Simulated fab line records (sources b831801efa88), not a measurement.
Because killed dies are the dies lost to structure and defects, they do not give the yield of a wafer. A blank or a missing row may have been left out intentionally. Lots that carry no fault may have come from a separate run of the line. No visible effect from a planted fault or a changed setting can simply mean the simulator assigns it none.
2 desks looking at one fault | flow gf180mcu | what lay behind the numbers comes last; until then each desk has only its own

== THE METROLOGY DESK ==
Lot by lot, what the gauges showed, no matter which tool ran the lot: averages of those sampled wafers that carry a number. The brackets show how far a lot's mean lies from the usual mean; more than 4 standard deviations puts the lot out of limits, marked OUT.
Columns: A = M3_OVL at GF_M3_OVL_MEAS_15, usual 2 nm; B = M4_OVL at GF_M4_OVL_MEAS_15, usual -2 nm
lot  | first seen here | A  | B
L627 | day 21 08:47    | 9  | -5
L629 | day 22 08:41    | 1  | -1
L631 | day 23 07:44    | -6 | 0
L634 | day 24 03:26    | 0  | -0
L635 | day 24 17:56    | 2  | -4
L636 | day 24 22:02    | 1  | 0
L637 | day 25 06:34    | -3 | 0
L639 | day 26 00:59    | 1  | -4
L640 | day 26 03:29    | 3  | -1
L645 | day 27 19:23    | -5 | -2
L646 | day 28 01:22    | 3  | -1
L648 | day 28 13:52    | -0 | -0
L649 | day 28 19:59    | -2 | 4
L650 | day 29 05:04    | 5  | -3
This desk's finding: nothing out of limits on any of the 14 lots.

== AT THE TOOL OWNER'S DESK: cmp-01 ==
The tool's own readings at GF_V4_CMP_04 (polishes SiO2): means of the sampled wafers that have a number, for each lot that ran on this tool. The brackets show how far a lot's mean lies from the usual mean; more than 4 standard deviations puts the lot out of limits, marked OUT.
Columns: A = edge-zone-pressure-frac at GF_V4_CMP_04, usual 1.000; B = motor-current-A at GF_V4_CMP_04, usual 12.4 A; C = retaining-ring-pressure-frac at GF_V4_CMP_04, usual 0.999; D = slurry-filter-dp-kPa at GF_V4_CMP_04, usual 13.48 kPa; E = time-to-endpoint-s at GF_V4_CMP_04, usual 83 s
lot  | first seen here | A     | B    | C     | D     | E
L629 | day 24 10:20    | 0.999 | 10.8 | 0.997 | 13.38 | 84
L635 | day 26 16:06    | 1.000 | 12.8 | 0.997 | 13.48 | 95
L639 | day 27 22:23    | 0.998 | 13.7 | 1.001 | 13.44 | 88
L645 | day 29 14:47    | 1.001 | 11.6 | 0.999 | 13.59 | 67
L646 | day 29 20:29    | 0.997 | 11.1 | 1.004 | 13.52 | 43 (-6.2) OUT
This desk's finding: out of limits on L646; first on L646, day 29 20:29 (time-to-endpoint-s at GF_V4_CMP_04). In limits: L629, L635, L639, L645.

== PUT TOGETHER ==
On L646, at day 29 20:29, an alarm was possible from the tool owner's desk.
The metrology desk saw nothing out of limits.
The metrology desk has L646 on record, within its limits.
On cmp-01, each named lot ran GF_V4_CMP_04.

== WHAT THE SIMULATOR HAD INSERTED ==
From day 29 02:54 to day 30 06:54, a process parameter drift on cmp-01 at GF_V4_CMP_04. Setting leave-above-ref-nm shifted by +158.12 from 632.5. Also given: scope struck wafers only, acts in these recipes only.
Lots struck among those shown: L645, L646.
Time in hours from fault onset to the first out-of-limits reading at each desk: the tool owner's desk, 18.
